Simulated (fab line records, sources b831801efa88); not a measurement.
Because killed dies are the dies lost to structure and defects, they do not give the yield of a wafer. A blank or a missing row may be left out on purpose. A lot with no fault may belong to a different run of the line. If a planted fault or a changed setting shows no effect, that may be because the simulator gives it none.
Which tool is to blame?    flow sky130    7 lots with 21 wafers sampled at 2 steps, on a route of 708 steps

## WHAT THE GAUGES SHOWED, per wafer
SKY_GATE_OXIDE_TW_MEAS_14.
lot   measured      on            GATE_OXIDE_TW
L841  day 15 01:01  filmMetro-02  225.2 225.8 226.1
L843  day 15 16:47  filmMetro-02  225.1 222.5 225.3
L846  day 16 14:17  filmMetro-01  224.9 224.8 224.1
L848  day 17 13:31  filmMetro-04  228.0 227.1 227.3
L854  day 19 14:25  filmMetro-01  202.7 202.6 202.8
L860  day 21 18:58  filmMetro-01  223.7 225.6 224.8
L862  day 22 12:37  filmMetro-01  224.7 225.7 225.3

## WHICH TOOL RAN EACH LOT (tool, then ch and the chambers of the sampled wafers, then the start)
lot   SKY_GATE_OXIDE_IMPLANT_11
L841  implanter-02 ch 0, day 15 00:41
L843  implanter-02 ch 0, day 15 16:29
L846  implanter-02 ch 0, day 16 13:50
L848  implanter-04 ch 0, day 17 12:53
L854  implanter-04 ch 0, day 19 14:05
L860  implanter-01 ch 0, day 21 18:37
L862  implanter-01 ch 0, day 22 12:17
- SKY_GATE_OXIDE_IMPLANT_11

## THE ANSWER, worked out from the rows above alone
Rule: usual is defined by the lots themselves. The widest of any qualifying gaps counts: lots, ordered by their means at a reading, are off when they make up no more than a third of the lots, leave a main group of 4 or more, and stand apart from it by 3 or more times the standard deviation of that group's means. Not used: any main group whose means are identical at the precision the tables above print for the reading. Also off: a lot with no number at a reading for which 4 or more lots have one. Any other lot the step has rows for is counted as sound.
Off: L854, at SKY_GATE_OXIDE_TW_MEAS_14 (GATE_OXIDE_TW). The main group: mean 225.3, standard deviation 1.1.
A tool fits if, at a process step before that reading, it ran every lot that is off, and no sound lot after the first of them. The gauges at SKY_GATE_OXIDE_TW_MEAS_14 are tried like those tools. One fits: SKY_GATE_OXIDE_IMPLANT_11 on implanter-04. Its last sound lot is L848 (day 17 12:53), its first lot that is off L854 (day 19 14:05): a fault that began between those two fits.

## WHAT THE SIMULATOR PUT IN
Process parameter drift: implanter-04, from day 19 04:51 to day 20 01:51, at SKY_GATE_OXIDE_IMPLANT_11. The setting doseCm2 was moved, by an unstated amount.
Shown lots that were struck: L854. The rule above reached the same finding.
